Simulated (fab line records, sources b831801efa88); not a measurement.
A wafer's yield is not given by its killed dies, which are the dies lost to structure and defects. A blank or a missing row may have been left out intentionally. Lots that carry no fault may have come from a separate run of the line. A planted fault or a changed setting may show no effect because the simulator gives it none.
What tool caused it? ; flow sky130 ; 7 lots with 19 wafers sampled at 4 steps, on a route of 708 steps

WHAT THE GAUGES SHOWED, per wafer
SKY_VIA4_THK_MEAS_01.
lot;measured;on;VIA4_HDPCVD_THK (nm)
L159;day 42 16:42;film metro-01;1712 1746 1702
L160;day 42 21:44;film metro-04;1772 1726 1758
L162;day 43 08:12;film metro-02;1745 1785 1740
L163;day 44 01:02;film metro-01;1963
L168;day 45 02:46;film metro-01;1758 1753 1757
L170;day 45 09:13;film metro-01;1775 1749 1773
L177;day 47 05:07;film metro-01;1748 1784 1769

WHICH TOOL RAN EACH LOT (tool, then ch and the chambers of the sampled wafers, then the start)
lot;SKY_METAL4_SPUTTER_03;SKY_METAL4_SPUTTER_04;SKY_VIA4_HDPCVD_00
L159;pvd sputter-01, day 40 14:21;pvd sputter-01, day 40 14:22;hdpcvd-02 ch 0,1,2, day 42 16:31
L160;pvd sputter-02, day 40 19:41;pvd sputter-02, day 40 19:42;hdpcvd-02 ch 0,2, day 42 21:32
L162;pvd sputter-03, day 41 06:20;pvd sputter-03, day 41 06:21;hdpcvd-01 ch 0,1,2, day 43 08:00
L163;pvd sputter-02, day 42 00:31;pvd sputter-02, day 42 00:32;hdpcvd-02 ch 0, day 44 00:55
L168;pvd sputter-02, day 43 03:51;pvd sputter-02, day 43 03:52;hdpcvd-01 ch 0,1,2, day 45 02:35
L170;pvd sputter-03, day 43 10:03;pvd sputter-03, day 43 10:04;hdpcvd-01 ch 1,2, day 45 09:01
L177;pvd sputter-03, day 45 08:55;pvd sputter-03, day 45 08:56;hdpcvd-01 ch 1,2, day 47 04:55
- SKY_METAL4_SPUTTER_03: material Ti, target thk 5 nm, time 3.3 s.
- SKY_METAL4_SPUTTER_04: material TiN, target thk 70 nm, time 58.3 s.
- SKY_VIA4_HDPCVD_00: deposits SiO2, target thk 1750 nm, time 291.7 s.

THE ANSWER, worked out from the rows above alone
Rule: usual is defined by the lots themselves. Put in order of their means at a reading, lots are off if they are a third of the lots or fewer, leave a main group of 4 or more, and stand apart from it by a gap of 3 or more times the standard deviation of the main group's means; of several such gaps the widest counts. A main group whose means are all the same, to the digits that the tables above print for the reading, isn't used. A lot without any number at a reading at which 4 lots or more have one is off too. Where the step has rows for the other lots, those lots are counted as sound.
Off: L163, seen at SKY_VIA4_THK_MEAS_01 (VIA4_HDPCVD_THK). The main group: mean 1753 nm, standard deviation 16.
A tool fits if, at a process step before that reading, it ran every lot that is off, and no sound lot after the first of them. Those tools and the gauges at SKY_VIA4_THK_MEAS_01 are tried in the same way. One fits: SKY_VIA4_HDPCVD_00 on hdpcvd-02. A fault onset in the window from L160 (day 42 21:32, its last sound lot) to L163 (day 44 00:55, its first lot off) fits.

WHAT THE SIMULATOR PUT IN
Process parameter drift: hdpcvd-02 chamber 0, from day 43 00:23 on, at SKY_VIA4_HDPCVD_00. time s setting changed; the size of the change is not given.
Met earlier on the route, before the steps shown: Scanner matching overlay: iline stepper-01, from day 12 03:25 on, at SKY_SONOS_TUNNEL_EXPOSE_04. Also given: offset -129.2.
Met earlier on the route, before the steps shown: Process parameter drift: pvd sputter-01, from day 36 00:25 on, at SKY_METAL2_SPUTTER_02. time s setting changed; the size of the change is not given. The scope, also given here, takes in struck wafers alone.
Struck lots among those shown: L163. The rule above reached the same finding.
